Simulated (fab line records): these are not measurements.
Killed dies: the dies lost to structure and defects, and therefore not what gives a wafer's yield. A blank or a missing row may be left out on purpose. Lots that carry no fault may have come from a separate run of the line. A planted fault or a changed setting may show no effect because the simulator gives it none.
Chamber matching :: flow gf180mcu :: GF_V3_CVD_02 on pecvd-04 has 3 sister chambers
The step deposits SiO2 from TEOS, target thk 850 nm, time 94.851 s. 6 wafers are shown with their chamber, then 11 later ones without.

WAFERS PAIRED WITH THEIR CHAMBERS
wafer: L087.3
chamber: 2
heater-power-w (W): 543

wafer: L087.4
chamber: 0
heater-power-w (W): 670

wafer: L088.1
chamber: 2
heater-power-w (W): 528

wafer: L088.2
chamber: 0
heater-power-w (W): 799

wafer: L088.3
chamber: 1
heater-power-w (W): 628

wafer: L088.4
chamber: 1
heater-power-w (W): 503

WAFERS MISSING THEIR CHAMBER
wafer: L088.5
heater-power-w (W): 585

wafer: L088.6
heater-power-w (W): 828

wafer: L093.1
heater-power-w (W): 513

wafer: L093.2
heater-power-w (W): 617

wafer: L093.3
heater-power-w (W): 680

wafer: L093.4
heater-power-w (W): 570

wafer: L093.5
heater-power-w (W): 635

wafer: L093.6
heater-power-w (W): 753

wafer: L097.1
heater-power-w (W): 830

wafer: L097.3
heater-power-w (W): 601

wafer: L097.5
heater-power-w (W): 641

WHICH CHAMBER EACH WENT THROUGH
wafer: L088.5
from the rows above: can't be placed: 1 or 2 or 0
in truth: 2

wafer: L088.6
from the rows above: 0
in truth: 0

wafer: L093.1
from the rows above: can't be placed: 2 or 1
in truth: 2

wafer: L093.2
from the rows above: can't be placed: 1 or 2 or 0
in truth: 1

wafer: L093.3
from the rows above: can't be placed: 0 or 1 or 2
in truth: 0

wafer: L093.4
from the rows above: can't be placed: 1 or 2
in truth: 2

wafer: L093.5
from the rows above: can't be placed: 1 or 0 or 2
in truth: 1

wafer: L093.6
from the rows above: 0
in truth: 0

wafer: L097.1
from the rows above: 0
in truth: 0

wafer: L097.3
from the rows above: can't be placed: 1 or 2 or 0
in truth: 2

wafer: L097.5
from the rows above: can't be placed: 1 or 0 or 2
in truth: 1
Placed correctly: 3 of 11. These rows do not allow placing 8 (true chamber among the candidates in 8). 0 placed wrongly.
How it was worked out, from the rows above alone: a wafer's distance from a chamber is the root of the sum, over the readings, of the square of ((its reading less the chamber's mean) divided by the reading's scatter). The wafer belongs to the nearest chamber; if the next one is less than 2 further off, it can't be placed. A chamber's mean is the mean of its shown wafers. The scatter is the square root of a quotient: the sum, over the shown wafers, of each reading's squared deviation from its chamber's mean, divided by wafers minus chambers.
